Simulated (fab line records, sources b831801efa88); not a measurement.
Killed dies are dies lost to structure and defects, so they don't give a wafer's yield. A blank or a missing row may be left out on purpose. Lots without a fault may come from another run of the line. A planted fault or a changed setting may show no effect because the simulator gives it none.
Problem report in the 8D (eight disciplines) form, filled by code | flow gf180mcu | the parts of the form that need people (team, actions taken, sign-off) are left out

1. THE PROBLEM
cathode_dc_power_W at GF_M1_SPUTTER_01 reads a mean of 8294.7 W on 2 wafers of 2 lots; wafers without a fault read 6500.1 W with a standard deviation of 1.1. That is +99 or more standard deviations from the usual mean.
The step: material TiN, target thk 30 nm, time 25 s.
First seen on wafer L696.5, day 21 23:08, on pvd_sputter-01. The record holds 39 wafers of 13 lots with a number at this step. Rule for "out", or "out of limits": more than 4 standard deviations from the usual mean. The other wafers with a number count as sound.

2. WHAT IT IS AND WHAT IT IS NOT
question                    | is                 | is not
which readings at this step | cathode_dc_power_W | throttle_valve_pct
which lots                  | L696, L698         | L682, L683, L684, L685, L686, L687, L691, L692, L693, L694, L704
which wafers of those lots  | L696.5, L698.1     | L696.4, L696.6, L698.3, L698.4
read on which tools         | pvd_sputter-01     | pvd_sputter-03, pvd_sputter-04
when                        | from day 21 23:08  | up to then (32 sound wafers); but 5 sound wafers of L698, L704 came after

3. SUSPECTS, AND WHAT RULES EACH OUT
Counting: a tool at a process step up to the reading stays a suspect if it ran every lot that is out. Sound lots after the first of them don't rule it out here, since some wafers of a struck lot are sound.
- cvd_w-01 at GF_CONTACT_CVD_24 (deposits W, target thk 300 nm, time 90.339 s): kept. It ran every lot that is out, first L696 (day 21 22:30); its last sound lot up to then is L694 (day 20 22:18).
- pvd_sputter-01 at GF_M1_SPUTTER_01 (material TiN, target thk 30 nm, time 25 s): kept. It ran every lot that is out, first L696 (day 21 23:08); its last sound lot up to then is L693 (day 20 15:29). Its own readings are out on those wafers: cathode_dc_power_W.
Left after counting: cvd_w-01 at GF_CONTACT_CVD_24, pvd_sputter-01 at GF_M1_SPUTTER_01.

4. THE CAUSE (what the simulator had put in)
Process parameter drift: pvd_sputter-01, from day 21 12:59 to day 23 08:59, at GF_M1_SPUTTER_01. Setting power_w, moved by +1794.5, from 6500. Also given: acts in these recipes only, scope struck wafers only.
Counting left 2 suspects, and this tool is among them.

5. THE CHAIN OF EFFECTS, in route order
Each row: a reading whose mean over the struck wafers that have a number lies more than 3 standard deviations from the usual. Only readings for which the record gives a usual standard deviation are gone through. hours: the time from each lot's start at the first step in this table that gives one to its start at this step, as a median over the lots. sigmas: the change in usual standard deviations.
hours | step             | reading            | usual    | on struck wafers | change  | sigmas
0     | GF_M1_SPUTTER_01 | cathode_dc_power_W | 6500.1 W | 8294.7           | +1794.6 | +99 or more
The process steps in it:
- GF_M1_SPUTTER_01: material TiN, target thk 30 nm, time 25 s.

6. WHAT WOULD HAVE CAUGHT IT SOONER
In this record the first reading out of limits was taken at day 21 23:08, 10 hours after the fault began at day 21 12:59.
